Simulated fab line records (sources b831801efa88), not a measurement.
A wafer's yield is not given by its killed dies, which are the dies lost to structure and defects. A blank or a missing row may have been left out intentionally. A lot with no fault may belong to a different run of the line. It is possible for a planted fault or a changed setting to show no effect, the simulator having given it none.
Which tool is to blame? | flow gf180mcu | 45 wafers from 15 lots sampled at 3 of the route's 602 steps

WHAT THE GAUGES SHOWED, per wafer
GF_V5_OVL_MEAS_15. Usual: for V5_OVL the level is 1 nm and the standard deviation is 6.3.
lot  | measured     | on         | V5_OVL (nm) | flag
L464 | day 27 12:18 | overlay-02 | 9 7 7       |
L465 | day 27 21:38 | overlay-02 | -6 6 -13    |
L467 | day 28 02:44 | overlay-02 | -4 3 1      |
L468 | day 28 13:05 | overlay-02 | -8 -5 -5    |
L469 | day 28 20:53 | overlay-01 | 2 5 4       |
L476 | day 30 17:41 | overlay-01 | 11 5 5      |
L477 | day 31 07:05 | overlay-02 | 8 7 7       |
L478 | day 31 14:37 | overlay-01 | 0 4 -2      |
L479 | day 31 23:05 | overlay-01 | -5 -4 -5    |
L480 | day 32 00:23 | overlay-01 | 7 8 5       |
L482 | day 32 12:35 | overlay-02 | 1 -7 -10    |
L483 | day 32 20:43 | overlay-01 | -1 2 -3     |
L484 | day 33 01:16 | overlay-02 | -2 4 6      |
L485 | day 33 01:35 | overlay-01 | -3 5 1      |
L487 | day 33 14:05 | overlay-02 | 2 0 -7      |

GF_TOP_METAL_RS_MEAS_05: measurement is done with a four-point probe. Usual: for TOP_METAL_ALCU_RS the level is 0.0315 ohm/sq and the standard deviation is 0.00034.
lot  | measured     | on            | TOP_METAL_ALCU_RS (ohm/sq) | flag
L464 | day 27 13:59 | film-metro-04 | 0.0311 0.0313 0.0314       |
L465 | day 27 23:16 | film-metro-04 | 0.0308 0.0311 0.0307       |
L467 | day 28 04:25 | film-metro-03 | 0.0318 0.0320 0.0321       |
L468 | day 28 14:44 | film-metro-02 | 0.0320 0.0316 0.0319       |
L469 | day 28 22:32 | film-metro-04 | 0.0314 0.0313 0.0309       |
L476 | day 30 19:22 | film-metro-03 | 0.0312 0.0313 0.0311       |
L477 | day 31 08:44 | film-metro-02 | 0.0317 0.0319 0.0318       |
L478 | day 31 16:16 | film-metro-02 | 0.0319 0.0319 0.0313       |
L479 | day 32 00:47 | film-metro-03 | 0.0320 0.0316 0.0314       |
L480 | day 32 02:17 | film-metro-03 | 0.0318 0.0320 0.0319       |
L482 | day 32 14:13 | film-metro-04 | 0.0318 0.0314 0.0314       |
L483 | day 32 22:22 | film-metro-03 | 0.0319 0.0315 0.0314       |
L484 | day 33 02:55 | film-metro-02 | 0.0309 0.0318 0.0310       |
L485 | day 33 03:13 | film-metro-03 | 0.0316 0.0312 0.0315       |
L487 | day 33 15:46 | film-metro-03 | 0.0312 0.0313 0.0310       |

WHICH TOOL RAN EACH LOT (tool, then ch and the chambers of the sampled wafers, then the start)
lot  | GF_TOP_METAL_SPUTTER_00
L464 | pvd-sputter-01, day 27 13:44
L465 | pvd-sputter-01, day 27 23:03
L467 | pvd-sputter-02, day 28 04:11
L468 | pvd-sputter-03, day 28 14:29
L469 | pvd-sputter-01, day 28 22:19
L476 | pvd-sputter-03, day 30 19:08
L477 | pvd-sputter-02, day 31 08:29
L478 | pvd-sputter-03, day 31 16:03
L479 | pvd-sputter-01, day 32 00:34
L480 | pvd-sputter-02, day 32 02:04
L482 | pvd-sputter-02, day 32 13:59
L483 | pvd-sputter-03, day 32 22:08
L484 | pvd-sputter-03, day 33 02:42
L485 | pvd-sputter-02, day 33 02:59
L487 | pvd-sputter-02, day 33 15:32
- GF_TOP_METAL_SPUTTER_00: material Ti, target thk 37.5 nm, time 150 s.

WHAT THE TOOLS THEMSELVES READ (means of the sampled wafers that have a number; where no wafer has one, the mark that the record gives instead)
GF_TOP_METAL_SPUTTER_00. Usual: cathode-dc-power-W 4000.1 W, standard deviation 0.75; throttle-valve-pct 29.8 %, standard deviation 1.2.
lot  | tool           | cathode-dc-power-W (W) | throttle-valve-pct (%) | flag
L464 | pvd-sputter-01 | 4000.3                 | 28.9                   |
L465 | pvd-sputter-01 | 4000.3                 | 29.0                   |
L467 | pvd-sputter-02 | 3999.1                 | 29.1                   |
L468 | pvd-sputter-03 | 4000.3                 | 29.3                   |
L469 | pvd-sputter-01 | 4000.2                 | 29.3                   |
L476 | pvd-sputter-03 | 3999.9                 | 28.7                   |
L477 | pvd-sputter-02 | 3999.5                 | 29.9                   |
L478 | pvd-sputter-03 | 4000.9                 | 30.2                   |
L479 | pvd-sputter-01 | 4001.1                 | 29.3                   |
L480 | pvd-sputter-02 | 3999.9                 | 29.5                   |
L482 | pvd-sputter-02 | 4000.7                 | 29.8                   |
L483 | pvd-sputter-03 | 3999.9                 | 29.4                   |
L484 | pvd-sputter-03 | 3999.8                 | 30.8                   |
L485 | pvd-sputter-02 | 4000.2                 | 29.9                   |
L487 | pvd-sputter-02 | 4000.0                 | 29.2                   |

THE ANSWER, worked out from the rows above alone
Rule: a lot is off if the mean of its wafers that have a number lies more than 3 standard deviations from the usual mean. Also off: a lot with no number at a reading for which 4 or more lots have one. All remaining lots with rows at the step are treated as sound. Order of review: gauges by route order, followed by the tools' own readings, for which a lot's mean as printed above is used. At the first step where some lot is off, the reading lying furthest off is the one used; lots without a number count as furthest.
Across all readings shown, no lot is off: no conclusion can be drawn from this.

WHAT THE SIMULATOR HAD PUT IN
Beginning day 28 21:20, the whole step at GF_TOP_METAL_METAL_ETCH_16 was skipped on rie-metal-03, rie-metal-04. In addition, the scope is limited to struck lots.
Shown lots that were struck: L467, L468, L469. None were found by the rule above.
